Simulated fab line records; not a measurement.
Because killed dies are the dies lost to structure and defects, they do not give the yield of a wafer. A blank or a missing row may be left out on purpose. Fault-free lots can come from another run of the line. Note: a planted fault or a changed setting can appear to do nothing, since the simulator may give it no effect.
fab line records	flow sky130
record: lots: 13	wafers: 39	lastDay: 50
route steps=708 shown NWELL@68 VT_ADJUST_NCORE@126
lots with no fault: from the same line, run without faults
startH: hours from the record's first day to the start of the lot's first wafer shown	waitH: time in hours since the lot's previous step	" repeats the value in the row above	L1.1+2: a single row standing in for several wafers	- value missing, or start not given	* or withheld: withheld	< > ~ a bound
route shown NAME@n: names a module that has steps shown in the file, with the first one's number in the route	usual: mean/standard deviation taken from wafers without a fault	same: alike in all rows	chamber/n: place in a boat	sites: per-site readings	_std_site: standard deviation of those values	_edge_site: inner sites' mean taken away from outer sites' mean	radiusMm: for every site, how far away it sits from the centre of the wafer	mask NAME#n: copy n	behind: the last tool/chamber to shape the wafer	hold: reason for holding the lot/hours on hold/outcome of the hold	device: transistor that didn't switch, given as n, p or np	end of line: tests of these same wafers at the route's end	for a step that has no rows: nothing shown but its recipe	killed: dies lost to structure and defects at the first sort, not the wafer's yield	map: shows each die of a wafer: x if killed, . if not, _ if none is there
set.NAME: the setting as run; set.NAME@STEP: as run at that earlier step	model.NAME: the simulator's own value behind a step, which no gauge read
route steps across a sampled set of lots; one table per step, one row per wafer
== steps ==
step: SKY_NWELL_TW_MEAS_15
usual: NWELL_TW: 1831/14
lot.wafer	tool	chamber	startH	waitH	NWELL_TW
L115.1	filmMetro-04	-	90.11	0.1	1828
L115.3	"	-	"	"	1829
L115.5	"	-	"	"	1817
L116.1	filmMetro-04	-	95.56	0.1	1819
L116.2	"	-	"	"	1832
L116.3	"	-	"	"	1830
L117.2	filmMetro-03	-	101.82	0.1	1819
L117.3	"	-	"	"	1824
L117.4	"	-	"	"	1824
L118.2	filmMetro-03	-	108.37	0.1	1823
L118.3	"	-	"	"	1824
L118.5	"	-	"	"	1839
L121.1	filmMetro-04	-	123.76	0.1	1831
L121.3	"	-	"	"	1834
L121.4	"	-	"	"	1835
L122.4	filmMetro-02	-	134.69	0.1	1863
L122.5	"	-	"	"	1857
L122.6	"	-	"	"	1856
L128.3	filmMetro-04	-	172.13	0.1	1821
L128.5	"	-	"	"	1830
L128.6	"	-	"	"	1830
L132.1	filmMetro-03	-	188.41	0.1	1822
L132.3	"	-	"	"	1820
L132.6	"	-	"	"	1820
L133.3	filmMetro-03	-	196.88	0.1	1817
L133.5	"	-	"	"	1815
L133.6	"	-	"	"	1823
L134.2	filmMetro-02	-	202.92	0.1	1846
L134.3	"	-	"	"	1847
L134.4	"	-	"	"	1851
L135.1	filmMetro-03	-	209.11	0.1	1829
L135.5	"	-	"	"	1827
L135.6	"	-	"	"	1823
L136.2	filmMetro-03	-	213.52	0.1	1820
L136.4	"	-	"	"	1822
L136.6	"	-	"	"	1831
L137.1	filmMetro-03	-	219.01	0.1	1803
L137.3	"	-	"	"	1809
L137.6	"	-	"	"	1817
step: SKY_NWELL_DEVELOP_22
recipe: wallAngleDeg: 90	developer: TMAH	developTimeS: 60	devTempC: 23
usual: exhaustPa: 44.9/0.87
lot.wafer	tool	chamber	startH	waitH	exhaustPa
L115.1	lithoTrack-03	0	107	-	43.2
L115.3	"	0	"	"	44.0
L115.5	"	0	108	-	44.8
L116.1	lithoTrack-02	0	113	-	44.1
L116.2	"	0	"	"	44.3
L116.3	"	0	"	"	44.9
L117.2	lithoTrack-01	0	119	-	45.7
L117.3	"	0	"	"	44.4
L117.4	"	0	"	"	45.6
L118.2	lithoTrack-02	0	126	-	45.7
L118.3	"	0	"	"	45.0
L118.5	"	0	"	"	45.2
L121.1	lithoTrack-03	0	142	-	44.0
L121.3	"	0	"	"	43.9
L121.4	"	0	"	"	44.1
L122.4	lithoTrack-02	0	153	-	45.2
L122.5	"	0	"	"	45.8
L122.6	"	0	"	"	45.8
L128.3	lithoTrack-03	0	192	-	43.8
L128.5	"	0	"	"	45.8
L128.6	"	0	"	"	44.0
L132.1	lithoTrack-01	0	209	-	46.0
L132.3	"	0	"	"	45.8
L132.6	"	0	"	"	46.2
L133.3	lithoTrack-02	0	219	-	45.0
L133.5	"	0	"	"	45.0
L133.6	"	0	"	"	45.6
L134.2	lithoTrack-01	0	225	-	43.7
L134.3	"	0	"	"	45.3
L134.4	"	0	"	"	43.6
L135.1	lithoTrack-01	0	231	-	45.6
L135.5	"	0	"	"	43.9
L135.6	"	0	"	"	43.8
L136.2	lithoTrack-01	0	236	-	44.5
L136.4	"	0	"	"	44.4
L136.6	"	0	"	"	45.6
L137.1	lithoTrack-01	0	242	-	45.7
L137.3	"	0	"	"	45.8
L137.6	"	0	"	"	46.3
step: SKY_NWELL_OVL_MEAS_23
usual: NWELL_01_OVL: 0.4/1.5
lot.wafer	tool	chamber	startH	waitH	NWELL_01_OVL[nm]
L115.1	overlay-01	-	108.08	-	-0.7
L115.3	"	-	"	"	0.4
L115.5	"	-	"	"	0.6
L116.1	overlay-01	-	113.57	-	-0.6
L116.2	"	-	"	"	-0.1
L116.3	"	-	"	"	-0.4
L117.2	overlay-02	-	120.03	-	1.1
L117.3	"	-	"	"	1.1
L117.4	"	-	"	"	-1.2
L118.2	overlay-02	-	126.68	-	0.7
L118.3	"	-	"	"	0.6
L118.5	"	-	"	"	0.1
L121.1	overlay-01	-	142.98	-	0.6
L121.3	"	-	"	"	-0.6
L121.4	"	-	"	"	0.7
L122.4	overlay-01	-	154.04	-	-
L122.5	"	-	"	"	-1.6
L122.6	"	-	"	"	-2.0
L128.3	overlay-01	-	192.74	-	1.2
L128.5	"	-	"	"	-1.0
L128.6	"	-	"	"	1.2
L132.1	overlay-01	-	209.92	-	1.3
L132.3	"	-	"	"	0.9
L132.6	"	-	"	"	3.0
L133.3	overlay-01	-	219.14	-	-1.6
L133.5	"	-	"	"	-1.2
L133.6	"	-	"	"	-3.7
L134.2	overlay-01	-	226.03	-	-0.3
L134.3	"	-	"	"	0.0
L134.4	"	-	"	"	-0.5
L135.1	overlay-02	-	231.52	-	3.4
L135.5	"	-	"	"	2.8
L135.6	"	-	"	"	4.2
L136.2	overlay-01	-	236.23	-	2.1
L136.4	"	-	"	"	1.1
L136.6	"	-	"	"	3.2
L137.1	overlay-02	-	242.47	-	3.0
L137.3	"	-	"	"	0.6
L137.6	"	-	"	"	1.1
step: SKY_NWELL_TW_MEAS_26
usual: NWELL_2_TW: 498/4.5
lot.wafer	tool	chamber	startH	waitH	NWELL_2_TW
L115.1	filmMetro-04	-	108.36	0.1	496
L115.3	"	-	"	"	495
L115.5	"	-	"	"	494
L116.1	filmMetro-03	-	113.86	0.1	496
L116.2	"	-	"	"	494
L116.3	"	-	"	"	498
L117.2	filmMetro-02	-	120.32	0.1	503
L117.3	"	-	"	"	502
L117.4	"	-	"	"	501
L118.2	filmMetro-02	-	126.97	0.1	505
L118.3	"	-	"	"	505
L118.5	"	-	"	"	504
L121.1	filmMetro-04	-	143.26	0.1	498
L121.3	"	-	"	"	502
L121.4	"	-	"	"	500
L122.4	filmMetro-03	-	154.34	0.1	30
L122.5	"	-	"	"	496
L122.6	"	-	"	"	492
L128.3	filmMetro-04	-	193.03	0.1	499
L128.5	"	-	"	"	496
L128.6	"	-	"	"	494
L132.1	filmMetro-02	-	210.21	0.1	504
L132.3	"	-	"	"	504
L132.6	"	-	"	"	504
L133.3	filmMetro-02	-	219.43	0.1	505
L133.5	"	-	"	"	502
L133.6	"	-	"	"	502
L134.2	filmMetro-03	-	226.32	0.1	488
L134.3	"	-	"	"	491
L134.4	"	-	"	"	494
L135.1	filmMetro-02	-	231.81	0.1	502
L135.5	"	-	"	"	504
L135.6	"	-	"	"	503
L136.2	filmMetro-04	-	236.52	0.1	499
L136.4	"	-	"	"	497
L136.6	"	-	"	"	495
L137.1	filmMetro-04	-	242.76	0.1	492
L137.3	"	-	"	"	492
L137.6	"	-	"	"	493
step: SKY_VT_ADJUST_NCORE_CD_MEAS_07
recipe: targetCdNm: 380
usual: cdNm: 379.8/2.5
lot.wafer	tool	chamber	startH	waitH	cdNm
L115.1	cdSem-02	-	187.92	0.1	380.6
L115.3	"	-	"	"	380.5
L115.5	"	-	"	"	379.3
L116.1	cdSem-02	-	194.63	0.1	382.7
L116.2	"	-	"	"	381.3
L116.3	"	-	"	"	381.1
L117.2	cdSem-01	-	202.25	0.1	380.0
L117.3	"	-	"	"	376.1
L117.4	"	-	"	"	377.0
L118.2	cdSem-02	-	209.59	0.1	379.1
L118.3	"	-	"	"	376.3
L118.5	"	-	"	"	379.5
L121.1	cdSem-02	-	229.92	0.1	379.8
L121.3	"	-	"	"	380.1
L121.4	"	-	"	"	379.3
L122.4	cdSem-02	-	242.04	0.1	382.5
L122.5	"	-	"	"	381.2
L122.6	"	-	"	"	378.1
L128.3	cdSem-02	-	286.67	0.1	379.5
L128.5	"	-	"	"	381.4
L128.6	"	-	"	"	382.1
L132.1	cdSem-02	-	306.62	0.1	381.1
L132.3	"	-	"	"	381.6
L132.6	"	-	"	"	382.0
L133.3	cdSem-01	-	315.46	0.1	375.7
L133.5	"	-	"	"	377.5
L133.6	"	-	"	"	378.0
L134.2	cdSem-02	-	323.44	0.1	379.5
L134.3	"	-	"	"	378.3
L134.4	"	-	"	"	379.2
L135.1	cdSem-01	-	330.62	0.1	382.3
L135.5	"	-	"	"	381.1
L135.6	"	-	"	"	381.3
L136.2	cdSem-01	-	334.84	0.1	374.5
L136.4	"	-	"	"	374.1
L136.6	"	-	"	"	374.9
L137.1	cdSem-01	-	343.72	0.1	378.1
L137.3	"	-	"	"	379.8
L137.6	"	-	"	"	379.6
step: SKY_VT_ADJUST_NCORE_TW_MEAS_11
usual: VT_ADJUST_NCORE_TW: 218.8/1.7
lot.wafer	tool	chamber	startH	waitH	VT_ADJUST_NCORE_TW
L115.1	filmMetro-04	-	188.33	0.1	220.4
L115.3	"	-	"	"	219.9
L115.5	"	-	"	"	220.2
L116.1	filmMetro-01	-	195.03	0.1	218.4
L116.2	"	-	"	"	218.4
L116.3	"	-	"	"	218.4
L117.2	filmMetro-01	-	202.64	0.1	217.4
L117.3	"	-	"	"	217.2
L117.4	"	-	"	"	217.7
L118.2	filmMetro-01	-	209.99	0.1	217.4
L118.3	"	-	"	"	217.2
L118.5	"	-	"	"	217.9
L121.1	filmMetro-01	-	230.32	0.1	219.7
L121.3	"	-	"	"	218.5
L121.4	"	-	"	"	219.3
L122.4	filmMetro-04	-	242.41	0.1	219.7
L122.5	"	-	"	"	219.8
L122.6	"	-	"	"	219.9
L128.3	filmMetro-01	-	287.05	0.1	217.0
L128.5	"	-	"	"	215.4
L128.6	"	-	"	"	217.2
L132.1	filmMetro-04	-	307.03	0.1	220.6
L132.3	"	-	"	"	221.1
L132.6	"	-	"	"	219.8
L133.3	filmMetro-04	-	315.84	0.1	218.6
L133.5	"	-	"	"	218.4
L133.6	"	-	"	"	218.7
L134.2	filmMetro-04	-	323.84	0.1	218.7
L134.3	"	-	"	"	218.5
L134.4	"	-	"	"	218.7
L135.1	filmMetro-04	-	331.02	0.1	220.0
L135.5	"	-	"	"	218.9
L135.6	"	-	"	"	219.0
L136.2	filmMetro-04	-	335.24	0.1	219.2
L136.4	"	-	"	"	219.2
L136.6	"	-	"	"	219.3
L137.1	filmMetro-01	-	344.13	0.1	214.7
L137.3	"	-	"	"	216.5
L137.6	"	-	"	"	217.1
== key ==
firstSign: step: SKY_NWELL_OVL_MEAS_23	reading: NWELL_01_OVL	direction: missing
effect: step: SKY_NWELL_TW_MEAS_26	reading: NWELL_2_TW	direction: down	sigmas: 99+	usual: 498	struck: 30
metAt SKY_NWELL_DEVELOP_22
struckLots L122
struckWafers L122.4
sortLeftOut L122.4
testerLeftOut L122
notActingAt SKY_NWELL_TW_MEAS_15,SKY_VT_ADJUST_NCORE_CD_MEAS_07,SKY_VT_ADJUST_NCORE_TW_MEAS_11
onsetBetween 126 153
fault: kind: processParameterDrift	tool: lithoTrack-02	chamber: -	onsetH: 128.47	steps: SKY_NWELL_DEVELOP_22	channel: developTimeS	offset: *	shape: step	endH: 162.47	scope: struckWafersOnly	actsIn: *	stated: *
testerLeftOut: of these lots the tester's yield and bins aren't shown, on N5 and GAA mostly nor the transistor test; their killed dies are dies lost to structure and defects alone, not to doping, threshold or leakage, so they don't give the yield
sortLeftOut: the simulated sort isn't trusted on such a fault, so these wafers' sort isn't shown, and their yield isn't known
